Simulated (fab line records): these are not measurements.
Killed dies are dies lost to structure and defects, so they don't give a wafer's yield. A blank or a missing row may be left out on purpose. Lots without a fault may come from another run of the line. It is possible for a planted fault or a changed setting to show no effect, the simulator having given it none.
Which tool was responsible? | flow sky130 | 39 wafers from 13 lots sampled at 3 of the route's 708 steps

== WHAT THE GAUGES SHOWED, per wafer ==
SKY_METAL4_OVL_MEAS_14.
lot  | measured     | on         | METAL4_OVL (nm)
L962 | day 41 21:10 | overlay-02 | 0 1 -7
L963 | day 41 23:44 | overlay-01 | 1 -5 -4
L964 | day 42 10:58 | overlay-01 | 6 -2 11
L966 | day 42 23:40 | overlay-01 | 6 2 3
L967 | day 43 02:41 | overlay-01 | 2 7 4
L968 | day 44 12:16 | overlay-01 | 8 4 5
L969 | day 44 15:20 | overlay-02 | 8 4 11
L970 | day 44 17:25 | overlay-01 | 0 2 5
L971 | day 44 15:53 | overlay-02 | 4 -5 -2
L972 | day 44 18:02 | overlay-01 | 1 16 9
L974 | day 45 04:49 | overlay-01 | -1 3 17
L978 | day 46 04:10 | overlay-02 | 12 2 7
L979 | day 46 08:50 | overlay-01 | 8 10 4

== WHICH TOOL RAN EACH LOT (tool, then ch and the chambers of the sampled wafers, then the start) ==
lot  | SKY_CONTACT_CMP_27            | SKY_VIA3_CMP_24
L962 | cmp-01 ch 0,1, day 31 18:01   | cmp-01 ch 1,3, day 39 20:11
L963 | cmp-01 ch 1,2,3, day 31 21:26 | cmp-01 ch 0,1, day 39 22:56
L964 | cmp-01 ch 0,1,3, day 32 05:14 | cmp-01 ch 0,1,3, day 40 10:38
L966 | cmp-02 ch 0,1,2, day 32 21:05 | cmp-01 ch 1,3, day 40 22:21
L967 | cmp-02 ch 0,3, day 33 04:16   | cmp-01 ch 1,3, day 41 01:20
L968 | cmp-01 ch 0,1,2, day 34 15:42 | cmp-01 ch 0,2,3, day 42 12:25
L969 | cmp-01 ch 0,3, day 34 16:37   | cmp-02 ch 1,3, day 42 16:25
L970 | cmp-02 ch 0,3, day 34 17:05   | cmp-01 ch 0,1, day 42 18:23
L971 | cmp-01 ch 0,3, day 34 17:27   | cmp-02 ch 1,2, day 42 16:59
L972 | cmp-02 ch 0,1,3, day 34 18:15 | cmp-02 ch 0,2,3, day 42 18:49
L974 | cmp-02 ch 0,2,3, day 35 13:05 | cmp-02 ch 0,2,3, day 43 07:30
L978 | cmp-01 ch 0,1, day 36 16:08   | cmp-02 ch 0,1,2, day 44 08:46
L979 | cmp-01 ch 0,1, day 36 20:23   | cmp-01 ch 0,2,3, day 44 13:10
- SKY_CONTACT_CMP_27: polishes, stops on SiO2, t overpolish 15 s, target thk 0 nm.
- SKY_VIA3_CMP_24: polishes, stops on SiO2, t overpolish 20 s, target thk 0 nm.

== AS READ BY THE TOOLS THEMSELVES (means over the sampled wafers that have a number; for cases with no such wafer, the mark the record gives instead) ==
SKY_CONTACT_CMP_27.
lot  | tool   | head pressure psi (psi) | motor current A (A) | overpolish run s (s) | time to endpoint s (s)
L962 | cmp-01 | 3.492                   | 9.8                 | 14.995               | 79
L963 | cmp-01 | 3.494                   | 10.7                | 14.996               | 80
L964 | cmp-01 | 3.506                   | 10.9                | 15.009               | 80
L966 | cmp-02 | 3.497                   | 10.1                | 15.000               | 82
L967 | cmp-02 | 3.502                   | 11.0                | 15.009               | 82
L968 | cmp-01 | 3.498                   | 10.9                | 14.998               | 76
L969 | cmp-01 | 3.501                   | 11.5                | 15.005               | 74
L970 | cmp-02 | 3.505                   | 11.2                | 14.996               | 83
L971 | cmp-01 | 3.511                   | 11.5                | 14.997               | 79
L972 | cmp-02 | 3.495                   | 10.7                | 14.999               | 80
L974 | cmp-02 | 3.498                   | 10.8                | 15.005               | 83
L978 | cmp-01 | 3.497                   | 10.4                | 14.998               | 76
L979 | cmp-01 | 3.501                   | 10.0                | 15.000               | 76

SKY_VIA3_CMP_24.
lot  | tool   | head pressure psi (psi) | motor current A (A) | overpolish run s (s) | time to endpoint s (s)
L962 | cmp-01 | 3.499                   | 10.4                | 19.996               | 91.1
L963 | cmp-01 | 3.501                   | 10.6                | 19.994               | 96.5
L964 | cmp-01 | 3.507                   | 10.8                | 19.995               | 94.4
L966 | cmp-01 | 3.495                   | 10.8                | 20.003               | 93.7
L967 | cmp-01 | 3.507                   | 10.3                | 19.999               | 93.7
L968 | cmp-01 | 3.495                   | 11.5                | 20.002               | 95.5
L969 | cmp-02 | 3.504                   | 10.1                | 20.005               | 98.3
L970 | cmp-01 | 3.501                   | 10.7                | 20.001               | 93.2
L971 | cmp-02 | 3.502                   | 9.6                 | 19.997               | 97.9
L972 | cmp-02 | 3.499                   | 10.7                | 20.005               | 97.8
L974 | cmp-02 | 3.497                   | 10.7                | 19.999               | 95.9
L978 | cmp-02 | 3.495                   | 10.3                | 19.993               | 97.8
L979 | cmp-01 | 3.504                   | 11.2                | 20.001               | 96.2

== THE ANSWER, worked out from the rows above alone ==
Rule: the lots themselves supply what counts as usual. Put in order of their means at a reading, lots are off if they are a third of the lots or fewer, leave a main group of 4 or more, and stand apart from it by a gap of 3 or more times the standard deviation of the main group's means; of several such gaps the widest counts. The tables above print the reading to a certain number of digits; a main group whose means all agree to those digits is not used. A lot without any number at a reading at which 4 lots or more have one is off too. Where the step has rows for the other lots, those lots are counted as sound. After the gauges, taken in route order, come the tools' own readings; for these a lot's mean is taken, as printed above. The first step at which some lot is off is used, and at that step the reading that is off furthest; a lot without a number counts as furthest.
No lot is off on any of the readings shown, so nothing can be concluded from this.

== WHAT THE SIMULATOR HAD INSERTED ==
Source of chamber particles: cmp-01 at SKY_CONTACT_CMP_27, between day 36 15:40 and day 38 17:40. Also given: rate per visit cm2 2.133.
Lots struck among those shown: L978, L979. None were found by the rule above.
